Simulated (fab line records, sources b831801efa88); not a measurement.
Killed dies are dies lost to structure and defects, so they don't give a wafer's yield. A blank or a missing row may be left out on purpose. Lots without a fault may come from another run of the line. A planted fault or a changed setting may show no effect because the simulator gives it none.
fab line records | flow sky130
record lots=5 wafers=15 last_day=50
route steps=708 shown CAPM@554 METAL3@555 PAD_OPEN@708
lots that met no fault: from a run of the same line without faults
start_h: hours from the record's first day to the start of the lot's first wafer shown | wait_h: hours since the lot's step before | " the same as in the row above | L1.1+2: a row that stands for several wafers | - no value, or no start given | * or withheld: withheld | < > ~ a bound
route shown NAME@n: a module of which the file shows steps, and the number in the route of the first | usual: mean/standard deviation of fault-free wafers | same: alike in all rows | chamber/n: place in a boat | sites: the reading at each site | _std_site: their standard deviation | _edge_site: outer sites' mean less inner sites' | radius_mm: how far each site lies from the wafer's centre | mask NAME#n: copy n | behind: the tool/chamber that last shaped the wafer | hold: why the lot was held/for how many hours/how that ended | device: the transistor (n, p or np) that didn't switch | end of line: the same wafers' tests at the end of the route | a step without rows: its recipe alone | killed: dies lost to structure and defects at the first sort, not the wafer's yield | map: a wafer's dies, x killed, . not, _ none there
set.NAME: the setting as run; set.NAME@STEP: as run at that earlier step | model.NAME: the simulator's own value behind a step, which no gauge read
lots at some steps of the route; a table a step, a row a wafer
services: from which hour (start_h, from the record's first day; less than 0 if before it) a tool's chamber was out of use, for how many hours, and why
## steps
# step SKY_CAPM_CLEAN_17
# recipe chemistry=O3/DIW dry=n2_spin
# step SKY_METAL3_DEHYDRATE_05
# recipe temp_c=200 time_s=60
# step SKY_METAL3_HMDS_06
# recipe prime_time_s=60 prime_temp_c=120
# step SKY_METAL3_COAT_07
# recipe resist=BARC temp_c=withheld time_s=withheld spin_rpm=3000 resist_thk_nm=60
# step SKY_METAL3_COAT_08
# recipe resist=KrF-thick spin_rpm=3071 resist_thk_nm=1140
# step SKY_METAL3_SOFTBAKE_09
# recipe temp_c=100 time_s=90 resist=KrF-thick
# step SKY_METAL3_EXPOSE_10
# recipe mask_id=MM3 na=0.68 source_shape=annular sigma_inner=0.4 sigma_outer=0.8 target_cd_nm=300 dose_mj=28
# step SKY_METAL3_PEB_11
# recipe peb_temp_c=withheld peb_time_s=withheld resist=KrF-thick
# step SKY_METAL3_DEVELOP_12
# recipe develop_time_s=60 resist=KrF-thick dev_temp_c=21
# step SKY_METAL3_CD_MEAS_13
# recipe target_cd_nm=300
# usual cd_nm=299.4/1.6
# columns lot.wafer tool chamber start_h wait_h cd_nm
L218.2 cd_sem-01 - 894.72 - 302.2
L218.3 " - " " 300.5
L218.6 " - " " 300.6
L235.3 cd_sem-01 - 1014.69 - 300.0
L235.5 " - " " 300.4
L235.6 " - " " 299.4
L238.4 cd_sem-02 - 1038.87 - 299.5
L238.5 " - " " 300.2
L238.6 " - " " 298.7
L240.1 cd_sem-02 - 1049.65 - 299.9
L240.5 " - " " 301.3
L240.6 " - " " 299.2
L241.2 cd_sem-02 - 1050.97 - 298.5
L241.5 " - " " 297.9
L241.6 " - " " 298.4
# step SKY_METAL3_OVL_MEAS_14
# usual METAL3_OVL=9/5.3
# columns lot.wafer tool chamber start_h wait_h METAL3_OVL[nm]
L218.2 overlay-01 - 894.82 0.1 6
L218.3 " - " " 4
L218.6 " - " " 8
L235.3 overlay-02 - 1014.78 0.1 7
L235.5 " - " " 2
L235.6 " - " " 6
L238.4 overlay-01 - 1038.95 0.1 5
L238.5 " - " " 7
L238.6 " - " " 9
L240.1 overlay-02 - 1049.77 0.1 10
L240.5 " - " " 9
L240.6 " - " " 6
L241.2 overlay-01 - 1051.08 0.1 7
L241.5 " - " " 9
L241.6 " - " " 6
# step SKY_METAL3_DESCUM_15
# recipe chemistry=O2 source_power_w=150 bias_power_w=0 pressure_mtorr=10 temp_c=40 time_s=8
# usual drypump_motor_current_A=5.5/0.43 oes_product_au=0.999/0.0077
# columns lot.wafer tool chamber start_h wait_h drypump_motor_current_A oes_product_au rf_hours_counter_h
L218.2 rie_metal-01 0 894.85 0.0 4.9 1.011 11
L218.3 " 0 " " 4.9 0.994 -
L218.6 " 1 " " 5.4 1.002 -
L235.3 rie_metal-01 1 1014.82 0.0 5.3 1.009 -
L235.5 " 0 " " 4.9 0.995 -
L235.6 " 1 " " 5.4 1.006 -
L238.4 rie_metal-04 1 1038.98 0.0 5.7 1.002 -
L238.5 " 1 " " 5.7 1.000 -
L238.6 " 0 " " 5.1 0.994 -
L240.1 rie_metal-04 0 1049.81 0.0 5.1 0.997 19
L240.5 " 1 " " 5.7 0.997 -
L240.6 " 0 " " 5.1 0.991 -
L241.2 rie_metal-02 1 1051.11 0.0 5.8 0.995 15
L241.5 " 0 " " 6.2 0.994 -
L241.6 " 1 " " 5.8 0.995 -
# step SKY_METAL3_ETCH_16
# recipe chemistry=N2/H2 target=BARC ion_energy_ev=200 bias_w=100 pressure_mtorr=30 n2_flow_sccm=100 h2_flow_sccm=200 icp_w=500 stop_on=SiO2 time_s=85.97 target_depth_a=600
# usual drypump_motor_current_A=5.5/0.44 oes_product_au=0.632/0.0045 throttle_valve_pct=13.206/0.0079
# columns lot.wafer tool chamber start_h wait_h drypump_motor_current_A oes_product_au rf_hours_counter_h throttle_valve_pct model.KrF-thick_of_METAL3_COAT_08.thk_nm model.METAL3.cd_nm
L218.2 rie_metal-01 0 894.88 0.0 4.9 0.632 11 13.194 1061 301.8
L218.3 " 0 " " 4.9 0.626 - 13.203 1059 299.2
L218.6 " 1 " " 5.4 0.632 - 13.210 1060 299.2
L235.3 rie_metal-01 1 1014.87 0.0 5.4 0.632 - 13.190 1072 302.5
L235.5 " 0 " " 4.9 0.628 - 13.224 1064 299.5
L235.6 " 1 " " 5.3 0.630 - 13.204 1073 300.4
L238.4 rie_metal-04 1 1039.03 0.0 5.7 0.638 - 13.210 1070 299.9
L238.5 " 1 " " 5.7 0.629 - 13.198 1065 300.6
L238.6 " 0 " " 5.1 0.620 - 13.203 1064 299.1
L240.1 rie_metal-04 0 1049.84 0.0 5.1 0.630 19 13.193 1064 299.8
L240.5 " 1 " " 5.7 0.632 - 13.194 1065 300.6
L240.6 " 0 " " 5.1 0.639 - 13.204 1065 299.8
L241.2 rie_metal-02 1 1051.14 0.0 5.8 0.628 15 13.205 1071 299.6
L241.5 " 0 " " 6.2 0.626 - 13.213 1074 298.2
L241.6 " 1 " " 5.8 0.632 - 13.202 1073 298.7
# step SKY_METAL3_ETCH_17
# recipe target=SiO2 stop_on=TiN chemistry=C4F8/O2/Ar source_w=1500 bias_w=1200 pressure_mtorr=40 c4f8_flow_sccm=withheld O2_flow_sccm=6 Ar_flow_sccm=300 time_s=3.9 target_depth_a=150
# usual oes_product_au=0.758/0.0067
# columns lot.wafer tool chamber start_h wait_h oes_product_au rf_hours_counter_h model.METAL3.cd_nm
L218.2 rie_diel-04 0 894.98 0.1 0.749 19 301.7
L218.3 " 2 " " 0.747 10 299.2
L218.6 " 3 " " 0.754 - 299.3
L235.3 rie_diel-01 3 1014.94 0.0 0.762 8 302.5
L235.5 " 0 " " 0.769 - 299.4
L235.6 " 3 " " 0.758 - 300.4
L238.4 rie_diel-03 2 1039.10 0.0 0.763 14 299.9
L238.5 " 0 " " 0.755 - 300.6
L238.6 " 1 " " 0.766 - 299.2
L240.1 rie_diel-03 0 1049.94 0.1 0.741 20 299.8
L240.5 " 1 " " 0.756 - 300.6
L240.6 " 0 " " 0.759 - 299.9
L241.2 rie_diel-03 2 1051.24 0.1 0.757 14 299.6
L241.5 " 1 " " 0.769 - 298.2
L241.6 " 0 " " 0.762 - 298.7
# step SKY_METAL3_METAL_ETCH_18
# recipe target_depth_a=8450 stop_on=SiO2 over_etch_frac=0.3 time_s=183.1 chemistry=Cl2/BCl3 resist_sidewall_deg=88 pressure_mtorr=10 icp_w=900 bias_w=48.5 Cl2_flow_sccm=60 bcl3_flow_sccm=30
# usual drypump_motor_current_A=5.5/0.42 oes_product_au=0.865/0.0064 throttle_valve_pct=22.264/0.0083
# same over_etch_frac=0.3
# columns lot.wafer tool chamber start_h wait_h drypump_motor_current_A oes_product_au rf_hours_counter_h throttle_valve_pct
L218.2 rie_metal-04 0 895.00 0.0 5.1 0.864 10 22.251
L218.3 " 0 " " 5.1 0.860 - 22.267
L218.6 " 0 " " 5.1 0.859 - 22.276
L235.3 rie_metal-02 0 1015.02 0.1 6.1 0.859 - 22.266
L235.5 " 1 " " 5.8 0.864 - 22.263
L235.6 " 0 " " 6.1 0.859 - 22.270
L238.4 rie_metal-01 1 1039.18 0.1 5.3 0.868 - 22.241
L238.5 " 0 " " 4.9 0.869 - 22.259
L238.6 " 1 " " 5.3 0.873 - 22.256
L240.1 rie_metal-01 1 1049.96 0.0 5.4 0.876 22 22.263
L240.5 " 1 " " 5.3 0.873 - 22.244
L240.6 " 0 " " 4.9 0.873 - 22.259
L241.2 rie_metal-04 0 1051.26 0.0 5.1 0.870 19 22.270
L241.5 " 1 " " 5.7 0.869 - 22.251
L241.6 " 0 " " 5.1 0.874 - 22.276
# step SKY_PAD_OPEN_PROBE_99
# usual defect_limited_yield=82.6/1.9 killed_at_M0_to_M3=43/6.9 killed_at_M4_up=3.2/2 killed_at_contacts=25/5.1 killed_at_front_end=15/4.5 killed_at_other=0.2/0.51 killed_dies=85/9.5 killed_open=48/6.9 killed_short=38/6.7 sort_bin_3_pad_short=0.8/0.4 sort_bin_5_function=10.2/1.6 sort_bin_6_memory=6.4/1.1 sort_n_pass=407/9.5 sort_yield_pct=82.6/1.9
# same gross_dies=492 killed_at_back_side=0 sort_bin_4_leakage[%]=0 sort_bin_8_speed[%]=0
# columns lot.wafer tool chamber start_h wait_h defect_limited_yield[%] killed_at_M0_to_M3 killed_at_M4_up killed_at_contacts killed_at_front_end killed_at_other killed_dies killed_open killed_short sort_bin_3_pad_short[%] sort_bin_5_function[%] sort_bin_6_memory[%] sort_n_pass sort_yield_pct[%]
L218.2 prober-02 - 1070.20 0.1 84.3 40 5 19 13 0 77 46 31 0.6 8.9 6.1 415 84.3
L218.3 prober-02 - 1070.25 0.2 81.9 50 1 21 16 1 89 50 39 1.2 9.3 7.5 403 81.9
L218.6 prober-02 - 1070.40 0.2 80.3 47 4 31 15 0 97 46 51 1.0 9.6 9.1 395 80.3
L235.3 prober-01 - 1167.07 0.2 83.7 34 7 29 10 0 80 48 32 0.6 10.0 5.7 412 83.7
L235.5 prober-01 - 1167.17 0.2 82.3 42 2 28 14 1 87 47 40 0.2 11.0 6.5 405 82.3
L235.6 prober-01 - 1167.22 0.2 83.9 47 2 19 11 0 79 44 35 0.6 8.1 7.3 413 83.9
L238.4 prober-02 - 1183.52 0.2 82.5 39 2 30 15 0 86 59 27 0.8 10.8 5.9 406 82.5
L238.5 prober-02 - 1183.57 0.2 81.9 56 3 17 13 0 89 47 42 1.4 11.2 5.5 403 81.9
L238.6 prober-02 - 1183.62 0.2 81.3 50 6 26 10 0 92 41 51 1.8 10.6 6.3 400 81.3
# killed by level:class
L218.2 VIA3:geometric_particle:open=8 VIA1:geometric_particle:open=8 CONTACT:geometric_particle:open=7 VIA2:geometric_particle:open=7 CONTACT:geometric_particle:short=6 VIA3:geometric_particle:short=4 FIELD_ISO:geometric_particle:open=3 FIELD_ISO:geometric_particle:short=3
L218.3 VIA3:geometric_particle:open=10 VIA1:geometric_particle:open=9 METAL1:geometric_particle:short=8 LI_CONTACT:geometric_particle:open=7 VIA1:geometric_particle:short=7 CONTACT:geometric_particle:open=6 VIA2:geometric_particle:open=5 FIELD_ISO:geometric_particle:open=4
L218.6 VIA1:geometric_particle:open=12 VIA3:geometric_particle:open=10 VIA1:geometric_particle:short=9 LI_CONTACT:geometric_particle:short=8 CONTACT:geometric_particle:short=7 FIELD_ISO:geometric_particle:open=6 LI_CONTACT:geometric_particle:open=6 CONTACT:geometric_particle:open=6
L235.3 CONTACT:geometric_particle:open=16 VIA1:geometric_particle:open=8 LI_CONTACT:geometric_particle:open=7 VIA2:geometric_particle:open=6 POLY_GATE:geometric_particle:short=5 METAL1:geometric_particle:short=5 VIA3:geometric_particle:open=5 VIA1:geometric_particle:short=4
L235.5 CONTACT:geometric_particle:open=9 VIA1:geometric_particle:open=9 LI_CONTACT:geometric_particle:open=7 VIA1:geometric_particle:short=6 METAL2:geometric_particle:short=6 LOCAL_INTERCONNECT:geometric_particle:short=5 FIELD_ISO:geometric_particle:short=4 FIELD_ISO:geometric_particle:open=4
L235.6 VIA1:geometric_particle:open=12 VIA3:geometric_particle:open=7 CONTACT:geometric_particle:open=6 LI_CONTACT:geometric_particle:short=5 VIA2:geometric_particle:open=5 METAL1:geometric_particle:short=5 VIA1:geometric_particle:short=5 POLY_GATE:geometric_particle:short=3
L238.4 CONTACT:geometric_particle:open=16 VIA1:geometric_particle:open=12 LI_CONTACT:geometric_particle:open=6 VIA2:geometric_particle:open=6 FIELD_ISO:geometric_particle:open=5 VIA3:geometric_particle:open=5 LOCAL_INTERCONNECT:geometric_particle:short=4 CONTACT:geometric_particle:short=4
L238.5 VIA1:geometric_particle:open=17 METAL2:geometric_particle:short=8 VIA3:geometric_particle:open=8 LI_CONTACT:geometric_particle:open=5 VIA3:geometric_particle:short=5 CONTACT:geometric_particle:open=5 METAL1:geometric_particle:short=5 VIA1:geometric_particle:short=5
L238.6 VIA3:geometric_particle:open=8 CONTACT:geometric_particle:open=7 VIA1:geometric_particle:short=7 CONTACT:geometric_particle:short=7 VIA2:geometric_particle:open=7 LI_CONTACT:geometric_particle:open=6 METAL2:geometric_particle:short=6 VIA3:geometric_particle:short=6
## services
# columns tool chamber start_h hours kind
rie_diel-04 1 878.44 28.3 repair
rie_diel-01 1 913.32 3.2 repair
rie_diel-01 2 913.47 8.1 repair
rie_diel-01 3 919.15 2.7 repair
rie_diel-01 1 922.89 17.5 repair
rie_diel-01 3 928.37 6.5 repair
rie_diel-04 - 933.53 2.8 pm
rie_diel-04 - 937.51 0.9 repair
rie_diel-03 1 960.12 7.7 repair
rie_metal-04 1 1017.20 1.5 repair
rie_diel-04 2 1046.96 8.3 repair
rie_diel-01 3 1049.34 63.2 repair
## key
first_sign none at tools or gauges
model_effect step=SKY_METAL3_ETCH_16 value=KrF-thick_of_METAL3_COAT_08.thk_nm without=1063 struck=1072
model_effect step=SKY_METAL3_ETCH_17 value=METAL3.cd_nm without=298.4 struck=301.4
met_at SKY_METAL3_ETCH_16
struck_wafers L235.3,L235.6
onset_between 894.88 1014.87
fault kind=process_parameter_drift tool=rie_metal-01 chamber=1 onset_h=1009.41 steps=SKY_METAL3_ETCH_16 channel=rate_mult offset=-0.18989 shape=step end_h=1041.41
